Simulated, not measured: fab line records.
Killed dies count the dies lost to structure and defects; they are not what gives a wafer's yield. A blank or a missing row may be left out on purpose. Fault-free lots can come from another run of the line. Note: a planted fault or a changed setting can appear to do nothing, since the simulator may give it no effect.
Which tool did it? ; flow sky130 ; 11 lots, 33 wafers sampled, at 4 steps of a route of 708

WHAT THE GAUGES READ, wafer by wafer
SKY_VT_ADJUST_LVTN_OVL_MEAS_07.
lot;measured;on;VT_ADJUST_LVTN_OVL (nm)
L689;day 7 02:10;overlay-02;0.3 0.6 0.2
L690;day 7 08:01;overlay-01;-1.7 -1.5 -3.1
L691;day 7 15:01;overlay-02;1.7 -0.1 -0.3
L692;day 7 23:28;overlay-02;0.8 0.7 -0.1
L698;day 9 10:40;overlay-02;300.7 298.3 300.1
L700;day 9 21:04;overlay-02;299.9 299.8 300.3
L702;day 10 16:22;overlay-01;-0.7 0.3 -0.3
L707;day 11 17:17;overlay-01;2.4 1.8 0.0
L708;day 11 22:49;overlay-02;0.9 1.1 -0.2
L710;day 12 13:15;overlay-01;-2.7 1.5 -1.0
L711;day 12 23:59;overlay-02;2.7 1.2 1.9

SKY_VT_ADJUST_HVTR_CD_MEAS_07 targets a cd of 380 nm.
lot;measured;on;cd-nm (nm)
L689;day 9 16:40;cd-sem-01;379.4 381.5 379.7
L690;day 9 23:14;cd-sem-02;379.6 380.0 382.1
L691;day 10 06:47;cd-sem-02;376.8 376.2 376.4
L692;day 10 14:28;cd-sem-02;378.4 376.4 379.4
L698;day 12 04:53;cd-sem-02;378.4 380.7 379.2
L700;day 12 15:20;cd-sem-02;380.7 377.7 379.3
L702;day 13 15:19;cd-sem-02;384.8 381.5 381.7
L707;day 14 22:46;cd-sem-01;376.7 377.1 377.9
L708;day 15 04:53;cd-sem-02;377.5 379.7 378.7
L710;day 15 19:46;cd-sem-02;378.0 376.2 378.3
L711;day 16 07:39;cd-sem-02;380.5 381.7 378.7

SKY_SD_N_OVL_MEAS_08.
lot;measured;on;SD_N_OVL (nm)
L689;day 28 00:17;overlay-02;2.6 0.9 2.1
L690;day 28 10:14;overlay-01;1.1 0.3 1.8
L691;day 28 16:47;overlay-01;1.4 0.2 1.2
L692;day 29 04:38;overlay-01;1.9 0.8 1.4
L698;day 31 01:50;overlay-01;-0.7 0.3 1.3
L700;day 31 14:35;overlay-02;-0.3 0.8 -0.8
L702;day 33 15:47;overlay-02;0.8 -1.3 -0.3
L707;day 33 21:18;overlay-02;-2.1 -2.6 -0.4
L708;day 34 00:50;overlay-02;-1.7 -0.1 -0.2
L710;day 34 18:29;overlay-01;1.3 -0.5 0.5
L711;day 35 03:54;overlay-02;2.4 2.6 -1.3

WHICH TOOL RAN EACH LOT (tool, then ch and the chambers of the sampled wafers, then the start)
lot;SKY_VT_ADJUST_LVTN_EXPOSE_04
L689;iline-stepper-01 ch 0, day 6 15:52
L690;iline-stepper-01 ch 0, day 6 21:28
L691;iline-stepper-02 ch 0, day 7 05:43
L692;iline-stepper-01 ch 0, day 7 13:59
L698;iline-stepper-01 ch 0, day 9 00:39
L700;iline-stepper-01 ch 0, day 9 10:27
L702;iline-stepper-02 ch 0, day 10 06:10
L707;iline-stepper-02 ch 0, day 11 05:52
L708;iline-stepper-02 ch 0, day 11 11:17
L710;iline-stepper-02 ch 0, day 12 00:48
L711;iline-stepper-02 ch 0, day 12 11:19
- SKY_VT_ADJUST_LVTN_EXPOSE_04: exposes mask NWM COMPLEMENT LESS NATIVE, target cd 840 nm.

AS READ BY THE TOOLS THEMSELVES (means over the sampled wafers that have a number; for cases with no such wafer, the mark the record gives instead)
SKY_VT_ADJUST_LVTN_EXPOSE_04.
lot;tool;reticle-temp-C (C)
L689;iline-stepper-01;23.10
L690;iline-stepper-01;22.92
L691;iline-stepper-02;22.98
L692;iline-stepper-01;23.06
L698;iline-stepper-01;23.00
L700;iline-stepper-01;22.97
L702;iline-stepper-02;22.84
L707;iline-stepper-02;22.98
L708;iline-stepper-02;23.02
L710;iline-stepper-02;22.99
L711;iline-stepper-02;22.83

THE ANSWER, worked out from the rows above alone
Rule: the lots themselves supply what counts as usual. The widest of any qualifying gaps counts: lots, ordered by their means at a reading, are off when they make up no more than a third of the lots, leave a main group of 4 or more, and stand apart from it by 3 or more times the standard deviation of that group's means. If all means in a main group match to the digits the tables above print for the reading, that group is not used. Also off: a lot with no number at a reading for which 4 or more lots have one. All remaining lots with rows at the step are treated as sound. The gauges are gone through in route order, then the tools' own readings, and for those a lot's mean is taken as printed above. At the first step where some lot is off, the reading lying furthest off is the one used; lots without a number count as furthest.
Off: L698, L700, at SKY_VT_ADJUST_LVTN_OVL_MEAS_07 (VT_ADJUST_LVTN_OVL). For the main group the mean is 0.2 nm and the standard deviation 1.1.
If a tool, at a process step before that reading, ran all the lots that are off and no sound lot after the first of them, it fits. Those tools and the gauges at SKY_VT_ADJUST_LVTN_OVL_MEAS_07 are tried in the same way. One fits: SKY_VT_ADJUST_LVTN_EXPOSE_04 on iline-stepper-01. Its last sound lot is L692 (day 7 13:59), its first lot that is off L698 (day 9 00:39): a fault that began between those two fits.

WHAT THE SIMULATOR HAD INSERTED
Scanner matching overlay: iline-stepper-01, from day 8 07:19 on, at SKY_VT_ADJUST_LVTN_EXPOSE_04. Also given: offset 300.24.
Lots struck among those shown: L698, L700. Same finding as the rule above.
